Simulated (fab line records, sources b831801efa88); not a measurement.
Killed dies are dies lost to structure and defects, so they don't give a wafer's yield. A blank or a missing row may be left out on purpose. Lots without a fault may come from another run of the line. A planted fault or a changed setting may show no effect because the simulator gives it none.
Chamber matching | flow gf180mcu | GF_V4_CMP_26 on cmp-01: 4 sister chambers
The step polishes, stops on SiO2, t overpolish 15 s, target thk 0 nm. 4 wafers are shown with their chamber, then 9 later ones without.

WAFERS WITH THEIR CHAMBER
wafer  | chamber | motor_current_A (A)
L298.2 | 0       | 9.6
L300.6 | 2       | 13.3
L299.2 | 3       | 9.9
L299.6 | 1       | 11.4

WAFERS WITHOUT THEIR CHAMBER
wafer  | motor_current_A (A)
L301.1 | 9.1
L301.4 | 10.2
L301.6 | 9.0
L302.1 | 10.1
L302.3 | 9.3
L302.6 | 11.2
L309.1 | 13.1
L309.5 | 10.0
L310.5 | 9.5

WHICH CHAMBER EACH WENT THROUGH
wafer  | from the rows above     | in truth
L301.1 | can't be placed: 0 or 3 | 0
L301.4 | can't be placed: 3 or 0 | 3
L301.6 | can't be placed: 0 or 3 | 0
L302.1 | can't be placed: 3 or 0 | 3
L302.3 | can't be placed: 0 or 3 | 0
L302.6 | 1                       | 1
L309.1 | 2                       | 2
L309.5 | can't be placed: 3 or 0 | 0
L310.5 | can't be placed: 0 or 3 | 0
Placed correctly: 2 of 9. Can't be placed from these rows: 7 (the true chamber is among the candidates in 7). Placed wrongly: 0.
How it was worked out, from the rows above alone: a wafer's distance from a chamber is the root of the sum, over the readings, of the square of ((its reading less the chamber's mean) divided by the reading's scatter). The wafer belongs to the nearest chamber; if the next one is less than 2 further off, it can't be placed. A chamber's mean is the mean of its shown wafers. The scatter: with one shown wafer a chamber, the root of the mean of the squares of how far each hidden wafer lies from its nearest shown one.
